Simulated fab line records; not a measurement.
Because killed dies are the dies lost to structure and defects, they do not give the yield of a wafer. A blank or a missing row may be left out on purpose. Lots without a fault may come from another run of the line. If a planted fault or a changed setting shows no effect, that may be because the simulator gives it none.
The same fault as seen by 2 desks / flow sky130 / only its own numbers are on each desk; what lay behind them is given at the end

== AT THE TOOL OWNER'S DESK: litho_track-03 ==
The tool's own readings at SKY_METAL3_SOFTBAKE_09 (time 90 s): means of the sampled wafers that have a number, for each lot that ran on this tool. If a lot's mean is further than 4 standard deviations from the usual mean, the lot is out of limits and carries the mark OUT (the distance appears in the brackets).
Columns: A = heater_power_total_W at SKY_METAL3_SOFTBAKE_09, usual 57.36 W; B = plate_temp_C at SKY_METAL3_SOFTBAKE_09, usual 100.02 C
lot=L531; first seen here=day 38 20:00; A=57.31; B=100.07
lot=L540; first seen here=day 41 17:00; A=53.79 (-30) OUT; B=95.42 (-33) OUT
lot=L541; first seen here=day 42 02:00; A=53.71 (-30) OUT; B=95.52 (-32) OUT
This desk's finding: out of limits on L540, L541; first on L540, day 41 17:00 (heater_power_total_W at SKY_METAL3_SOFTBAKE_09). L531 stayed within limits.

== AT THE METROLOGY DESK ==
Means of the sampled wafers that have a number, per lot and without regard to the tool the lot ran on: this is what the gauges read. If a lot's mean is further than 4 standard deviations from the usual mean, the lot is out of limits and carries the mark OUT (the distance appears in the brackets).
Columns: A = VIA1_OVL at SKY_VIA1_OVL_MEAS_13, usual 3 nm
lot=L528; first seen here=day 33 19:58; A=7
lot=L529; first seen here=day 34 05:41; A=1
lot=L531; first seen here=day 34 19:15; A=1
lot=L540; first seen here=day 37 21:34; A=-1
lot=L541; first seen here=day 38 08:25; A=-8
lot=L543; first seen here=day 39 08:46; A=5
lot=L546; first seen here=day 39 21:12; A=-1
lot=L547; first seen here=day 40 08:22; A=5
lot=L548; first seen here=day 40 10:44; A=11
lot=L549; first seen here=day 40 15:21; A=8
lot=L550; first seen here=day 40 19:43; A=-5
lot=L551; first seen here=day 41 01:18; A=8
This desk's finding: nothing out of limits on any of the 12 lots.

== TAKEN TOGETHER ==
The tool owner's desk could have raised an alarm at day 41 17:00, on L540, L541.
At the metrology desk, nothing out of limits was observed.
The metrology desk holds a record of L540, L541, inside its limits.
Of the lots named, all ran SKY_METAL3_SOFTBAKE_09 on litho_track-03.

== WHAT WAS PUT IN BY THE SIMULATOR ==
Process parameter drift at SKY_METAL3_SOFTBAKE_09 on litho_track-03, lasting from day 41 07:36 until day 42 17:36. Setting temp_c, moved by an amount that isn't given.
Shown lots that were struck: L540, L541.
Each desk's first reading out of limits, in hours after the fault started: the tool owner's desk, 9.
